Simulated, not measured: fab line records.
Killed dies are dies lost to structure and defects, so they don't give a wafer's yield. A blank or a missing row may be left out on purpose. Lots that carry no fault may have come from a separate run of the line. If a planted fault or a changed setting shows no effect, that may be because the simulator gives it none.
fab line records | flow gf180mcu | part 2 of 2: steps 27 to 39 of 39
record: lots: 5 wafers: 15 last-day: 34
route steps=602 shown V1@354 M2@362 V2@382
lots that met no fault: taken from a fault-free run of the same line
start-h: hours from the record's opening day to when the first of the lot's shown wafers began | wait-h: time in hours since the lot's previous step | " as in the row above | L1.1+2: a row that stands for several wafers | - no value present, or no start provided | * or withheld: withheld | < > ~ a bound
route shown NAME@n: NAME is a module with steps in the file, n the number in the route of the first one | usual: mean and standard deviation over wafers with no fault | same: alike in all rows | chamber/n: place in a boat | sites: each site's reading | _std_site: standard deviation across them | _edge_site: outer sites' mean less inner sites' | radius-mm: how far each site lies from the wafer's centre | mask NAME#n: copy n | behind: tool/chamber where the wafer was last shaped | hold: why the lot was held/for how many hours/how that ended | device: transistor that didn't switch, given as n, p or np | end of line: tests of these same wafers at the route's end | a step without rows: its recipe alone | killed: at the first sort, the dies lost to defects and structure; wafer yield is something else | map: shows each die of a wafer: x if killed, . if not, _ if none is there
set.NAME: the setting as run; set.NAME@STEP: as run at that earlier step | model.NAME: the simulator's own value behind a step, which no gauge read
a table for each step, a row for each wafer; lots at some steps of the route
services: a tool's chamber out of use, with start hour (start-h, from the record's first day; less than 0 if before it), hours out, and reason
== steps ==
step: GF_M2_STRIP_18
recipe: chemistry: post-etch-residue-remover time-s: 1200 temp-c: 72.5
usual: bath-guard-temp-C: 72.5/0.56
columns lot.wafer tool chamber start-h wait-h bath-guard-temp-C
L076.2 wet-bench-03 1 454.82 0.1 73.5
L076.5 " 1 " " 72.6
L076.6 " 1 " " 72.8
L081.1 wet-bench-04 3 512.14 0.1 72.8
L081.2 " 3 " " 72.5
L081.5 " 3 " " 72.5
L082.4 wet-bench-03 3 514.76 0.0 71.6
L082.5 " 3 " " 71.3
L082.6 " 3 " " 71.6
L083.1 wet-bench-01 0 522.83 0.1 72.4
L083.2 " 0 " " 72.7
L083.4 " 0 " " 72.4
L095.1 wet-bench-03 1 612.47 0.1 73.0
L095.5 " 1 " " 73.4
L095.6 " 1 " " 73.3
step: GF_M2_CLEAN_19
recipe: chemistry: DIW dry: n2-spin
columns lot.wafer tool chamber start-h wait-h
L076.2+5+6 wet-bench-01 2 455.23 0.0
L081.1+2+5 wet-bench-04 3 512.82 0.0
L082.4+5+6 wet-bench-01 1 515.14 0.0
L083.1+2+4 wet-bench-03 1 523.17 0.0
L095.1+5+6 wet-bench-04 2 613.15 0.0
step: GF_V2_CVD_00
recipe: material: SiO2 target-thk-nm: 600 sigma-open-frac: 0.3 temp-c: 400 time-s: 100 sih4-flow-sccm: 60 pressure-mtorr: 6
usual: pressure-mtorr: 6.001/0.011
columns lot.wafer tool chamber start-h wait-h pressure-mtorr
L076.2 hdpcvd-01 1 455.32 0.0 5.995
L076.5 " 1 " " 6.008
L076.6 " 2 " " 6.016
L081.1 hdpcvd-01 2 513.01 0.0 6.005
L081.2 " 1 " " 6.017
L081.5 " 1 " " 6.001
L082.4 hdpcvd-01 2 515.27 0.0 6.011
L082.5 " 0 " " 6.017
L082.6 " 1 " " 5.993
L083.1 hdpcvd-02 1 523.27 0.0 6.003
L083.2 " 0 " " 5.995
L083.4 " 1 " " 6.004
L095.1 hdpcvd-02 0 613.24 0.0 5.978
L095.5 " 1 " " 6.006
L095.6 " 0 " " 5.979
step: GF_V2_THK_MEAS_01
recipe: reads: SiO2_of_V2_CVD_00
usual: V2_CVD_00_THK: 599/6.8
columns lot.wafer tool chamber start-h wait-h V2_CVD_00_THK[nm]
L076.2 film-metro-02 - 455.40 0.0 598
L076.5 " - " " 590
L076.6 " - " " 593
L081.1 film-metro-03 - 513.08 0.0 595
L081.2 " - " " 597
L081.5 " - " " 588
L082.4 film-metro-02 - 515.33 0.0 602
L082.5 " - " " 604
L082.6 " - " " 596
L083.1 film-metro-02 - 523.35 0.0 610
L083.2 " - " " 594
L083.4 " - " " 602
L095.1 film-metro-03 - 613.32 0.0 593
L095.5 " - " " 604
L095.6 " - " " 602
step: GF_V2_CVD_02
recipe: material: SiO2 target-thk-nm: 850 precursor: TEOS temp-c: 400 time-s: 94.851 rf-w: 600
usual: heater-power-w: 592/83
columns lot.wafer tool chamber start-h wait-h heater-power-w
L076.2 pecvd-04 0 455.45 0.0 682
L076.5 " 1 " " 548
L076.6 " 0 " " 557
L081.1 pecvd-03 2 513.14 0.1 570
L081.2 " 0 " " 534
L081.5 " 0 " " 438
L082.4 pecvd-04 0 515.40 0.1 665
L082.5 " 0 " " 701
L082.6 " 1 " " 542
L083.1 pecvd-01 2 523.41 0.1 530
L083.2 " 0 " " 703
L083.4 " 2 " " 565
L095.1 pecvd-04 2 613.38 0.1 577
L095.5 " 0 " " 677
L095.6 " 2 " " 472
step: GF_V2_THK_MEAS_03
recipe: reads: SiO2_of_V2_CVD_02
usual: V2_CVD_02_THK: 849/11
columns lot.wafer tool chamber start-h wait-h V2_CVD_02_THK[nm]
L076.2 film-metro-04 - 455.53 0.0 840
L076.5 " - " " 879
L076.6 " - " " 869
L081.1 film-metro-03 - 513.24 0.1 849
L081.2 " - " " 836
L081.5 " - " " 859
L082.4 film-metro-03 - 515.50 0.1 853
L082.5 " - " " 849
L082.6 " - " " 867
L083.1 film-metro-04 - 523.48 0.0 839
L083.2 " - " " 854
L083.4 " - " " 849
L095.1 film-metro-03 - 613.45 0.0 848
L095.5 " - " " 840
L095.6 " - " " 857
step: GF_V2_CMP_04
recipe: material: SiO2 down-force-psi: 4 platen-rpm: 60 pad-velocity-m-s: 0.94248
usual: motor-current-A: 12.5/1.5 retaining-ring-pressure-frac: 1.000/0.0054 time-to-endpoint-s: 80/4.8
columns lot.wafer tool chamber start-h wait-h motor-current-A retaining-ring-pressure-frac time-to-endpoint-s
L076.2 cmp-01 2 455.63 0.1 11.0 0.994 72
L076.6 " 1 " " 13.9 1.004 86
L076.5 " 2 " " 11.6 0.997 84
L081.1 cmp-01 1 513.30 0.1 13.6 0.997 78
L081.2 " 0 " " 13.5 1.002 72
L081.5 " 2 " " 11.7 1.007 82
L082.4 cmp-01 0 515.75 0.2 14.0 0.993 78
L082.6 " 1 " " 13.2 0.997 86
L082.5 " 2 " " 10.7 0.994 75
L083.4 cmp-01 2 523.54 0.0 11.0 0.993 76
L083.2 " 3 " " 11.4 0.999 84
L083.1 " 0 " " 14.6 0.999 77
L095.1 cmp-02 3 613.61 0.1 12.2 1.006 85
L095.5 " 1 " " 10.9 0.993 74
L095.6 " 2 " " 15.1 1.002 80
step: GF_V2_BOW_MEAS_05
recipe: mode: bow
usual: V2_BOW: 100/7.1
columns lot.wafer tool chamber start-h wait-h V2_BOW[um]
L076.2 film-metro-02 - 455.90 0.2 93
L076.5 " - " " 98
L076.6 " - " " 100
L081.1 film-metro-03 - 513.60 0.2 97
L081.2 " - " " 100
L081.5 " - " " 108
L082.4 film-metro-02 - 515.96 0.2 98
L082.5 " - " " 101
L082.6 " - " " 99
L083.1 film-metro-02 - 523.84 0.1 104
L083.2 " - " " 105
L083.4 " - " " 108
L095.1 film-metro-03 - 613.81 0.1 107
L095.5 " - " " 86
L095.6 " - " " 90
step: GF_V2_DEHYDRATE_06
recipe: temp-c: 200 time-s: 60
columns lot.wafer tool chamber start-h wait-h
L076.2+5+6 litho-track-04 0 467.78 11.9
L081.1+2+5 litho-track-03 0 524.36 10.7
L082.4+5+6 litho-track-02 0 526.90 10.9
L083.1+2+4 litho-track-04 0 535.05 11.2
L095.1+5+6 litho-track-02 0 623.32 9.5
step: GF_V2_HMDS_07
recipe: prime-time-s: 60 prime-temp-c: 120
columns lot.wafer tool chamber start-h wait-h
L076.2+5+6 litho-track-04 0 467.93 0.1
L081.1+2+5 litho-track-03 0 524.51 0.1
L082.4+5+6 litho-track-02 0 527.05 0.1
L083.1+2+4 litho-track-04 0 535.20 0.1
L095.1+5+6 litho-track-02 0 623.47 0.1
step: GF_V2_COAT_08
recipe: resist: BARC temp-c: withheld time-s: withheld spin-rpm: withheld resist-thk-nm: withheld
columns lot.wafer tool chamber start-h wait-h
L076.2+5+6 litho-track-04 0 468.08 0.1
L081.1+2+5 litho-track-03 0 524.66 0.1
L082.4+5+6 litho-track-02 0 527.20 0.1
L083.1+2+4 litho-track-04 0 535.35 0.1
L095.1+5+6 litho-track-02 0 623.62 0.1
step: GF_V2_COAT_09
recipe: resist: KrF spin-rpm: withheld resist-thk-nm: 1000
columns lot.wafer tool chamber start-h wait-h
L076.2+5+6 litho-track-04 0 - -
L081.1+2+5 litho-track-03 0 - -
L082.4+5+6 litho-track-02 0 - -
L083.1+2+4 litho-track-04 0 - -
L095.1+5+6 litho-track-02 0 - -
step: GF_V2_SOFTBAKE_10
recipe: temp-c: 130 time-s: 60 resist: KrF
columns lot.wafer tool chamber start-h wait-h
L076.2+5+6 litho-track-04 0 - -
L081.1+2+5 litho-track-03 0 - -
L082.4+5+6 litho-track-02 0 - -
L083.1+2+4 litho-track-04 0 - -
L095.1+5+6 litho-track-02 0 - -
== services ==
columns tool chamber start-h hours kind
krf-scanner-02 - 408.64 0.8 repair
cvd-w-02 0 409.58 4.8 repair
pecvd-04 - 426.45 28.1 pm
pvd-sputter-03 - 426.83 0.5 repair
pvd-sputter-04 - 431.09 1.8 repair
krf-scanner-02 - 437.94 0.8 pm
krf-scanner-02 - 465.49 1.3 pm
krf-scanner-02 - 483.44 1.0 pm
cmp-01 - 492.68 2.8 repair
pvd-sputter-02 - 497.27 4.7 repair
krf-scanner-02 - 506.25 1.2 repair
pecvd-04 2 513.98 24.3 repair
krf-scanner-02 - 516.51 8.1 repair
pecvd-04 - 519.27 14.6 pm
pvd-sputter-03 - 524.32 4.7 repair
pvd-sputter-01 - 533.30 1.1 repair
rie-metal-03 1 535.08 22.2 repair
hdpcvd-01 - 539.25 15.0 pm
rie-metal-03 - 540.80 2.8 pm
cvd-w-02 1 552.45 15.6 repair
cvd-w-02 - 565.36 0.4 repair
cmp-01 - 572.06 4.0 pm
krf-scanner-02 - 606.74 0.8 pm
pvd-sputter-02 - 617.38 1.4 repair
